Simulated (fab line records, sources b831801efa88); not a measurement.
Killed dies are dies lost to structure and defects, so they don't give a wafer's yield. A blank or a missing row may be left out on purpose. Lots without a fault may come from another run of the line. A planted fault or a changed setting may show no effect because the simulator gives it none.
Which tool did it? | flow sfq_line | 13 lots, 39 wafers sampled, at 2 steps of a route of 325

WHAT THE GAUGES READ, wafer by wafer
SFQ_M6_RS_MEAS_938: measures by four-point-probe.
lot  | measured     | on            | M6_NB_RS (ohm/sq)
L173 | day 53 03:04 | film_metro-03 | 0.885 0.880 0.879
L174 | day 53 19:53 | film_metro-02 | 0.901 0.894 0.899
L176 | day 55 06:50 | film_metro-03 | 0.891 0.882 0.887
L177 | day 55 11:50 | film_metro-03 | 0.878 0.902 0.907
L179 | day 56 01:20 | film_metro-02 | 0.873 0.884 0.882
L181 | day 56 08:21 | film_metro-03 | 0.898 0.893 0.880
L182 | day 56 16:09 | film_metro-04 | 0.905 0.883 0.886
L185 | day 60 05:45 | film_metro-04 | 0.879 0.895 0.892
L186 | day 60 06:59 | film_metro-03 | 0.896 0.892 0.892
L190 | day 61 02:05 | film_metro-03 | 0.894 0.910 0.901
L192 | day 62 16:04 | film_metro-04 | 0.897 0.898 0.886
L194 | day 63 13:34 | film_metro-03 | 0.888 1.089 0.884 0.892 1.088 0.884
L196 | day 65 06:37 | film_metro-02 | 0.883 0.892 0.881

WHICH TOOL RAN EACH LOT (tool, then ch and the chambers of the sampled wafers, then the start)
lot  | SFQ_TRILAYER_M6_DEP_SPUTTER_157
L173 | pvd_sputter-05, day 53 02:56
L174 | pvd_sputter-06, day 53 19:44
L176 | pvd_sputter-03, day 55 06:44
L177 | pvd_sputter-05, day 55 11:45
L179 | pvd_sputter-03, day 56 01:14
L181 | pvd_sputter-03, day 56 08:16
L182 | pvd_sputter-05, day 56 16:04
L185 | pvd_sputter-06, day 60 05:40
L186 | pvd_sputter-05, day 60 06:52
L190 | pvd_sputter-05, day 61 01:59
L192 | pvd_sputter-03, day 62 15:57
L194 | pvd_sputter-03, day 63 13:29
L196 | pvd_sputter-05, day 65 06:31
- SFQ_TRILAYER_M6_DEP_SPUTTER_157: material Nb, target thk 200 nm, time 133.3 s.

WHAT THE TOOLS THEMSELVES READ (means of the sampled wafers that have a number; where no wafer has one, the mark that the record gives instead)
SFQ_TRILAYER_M6_DEP_SPUTTER_157.
lot  | tool           | base_pressure_pa (Pa) | cathode_dc_power_W (W) | throttle_valve_pct (%)
L173 | pvd_sputter-05 | 1.43e-06              | 1999.6                 | 30.2
L174 | pvd_sputter-06 | 1.28e-06              | 2000.0                 | 32.0
L176 | pvd_sputter-03 | 1.31e-06              | 2000.4                 | 29.6
L177 | pvd_sputter-05 | 1.36e-06              | 2000.1                 | 30.3
L179 | pvd_sputter-03 | 1.31e-06              | 2000.0                 | 29.8
L181 | pvd_sputter-03 | 1.34e-06              | 1999.8                 | 29.6
L182 | pvd_sputter-05 | 1.43e-06              | 1999.9                 | 30.3
L185 | pvd_sputter-06 | 1.30e-06              | 1999.3                 | 31.1
L186 | pvd_sputter-05 | 1.27e-06              | 2000.1                 | 30.3
L190 | pvd_sputter-05 | 1.36e-06              | 2000.0                 | 30.5
L192 | pvd_sputter-03 | 1.38e-06              | 1999.8                 | 29.2
L194 | pvd_sputter-03 | 1.32e-06              | 1867.1                 | 29.2
L196 | pvd_sputter-05 | 1.41e-06              | 2000.0                 | 30.4

THE ANSWER, worked out from the rows above alone
Rule: what is usual is taken from the lots themselves. Put in order of their means at a reading, lots are off if they are a third of the lots or fewer, leave a main group of 4 or more, and stand apart from it by a gap of 3 or more times the standard deviation of the main group's means; of several such gaps the widest counts. A main group whose means are all the same, to the digits that the tables above print for the reading, isn't used. A lot without any number at a reading at which 4 lots or more have one is off too. The other lots that the step has rows for count as sound. The gauges are gone through in route order, then the tools' own readings, and for those a lot's mean is taken as printed above. The first step at which some lot is off is used, and at that step the reading that is off furthest; a lot without a number counts as furthest.
Off: L194, at SFQ_M6_RS_MEAS_938 (M6_NB_RS). The main group: mean 0.890 ohm/sq, standard deviation 0.0063.
A tool fits if, at a process step before that reading, it ran every lot that is off, and no sound lot after the first of them. The gauges at SFQ_M6_RS_MEAS_938 aren't tried: what is off there is off at SFQ_TRILAYER_M6_DEP_SPUTTER_157 too, on other tools, and a gauge's error can't cause that. One fits: pvd_sputter-03 at SFQ_TRILAYER_M6_DEP_SPUTTER_157. Its last sound lot is L192 (day 62 15:57), its first lot that is off L194 (day 63 13:29): a fault that began between those two fits.
The tool's own readings at SFQ_TRILAYER_M6_DEP_SPUTTER_157 bear it out: on the lots that are off they differ by more than 5 times the standard deviation of the sound lots' means. cathode_dc_power_W reads 1867.1 W there against 1999.9 W on the sound lots.

WHAT THE SIMULATOR HAD PUT IN
Process parameter drift: pvd_sputter-03, from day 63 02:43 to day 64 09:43, at SFQ_TRILAYER_M6_DEP_SPUTTER_157. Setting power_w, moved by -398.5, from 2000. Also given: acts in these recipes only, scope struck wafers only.
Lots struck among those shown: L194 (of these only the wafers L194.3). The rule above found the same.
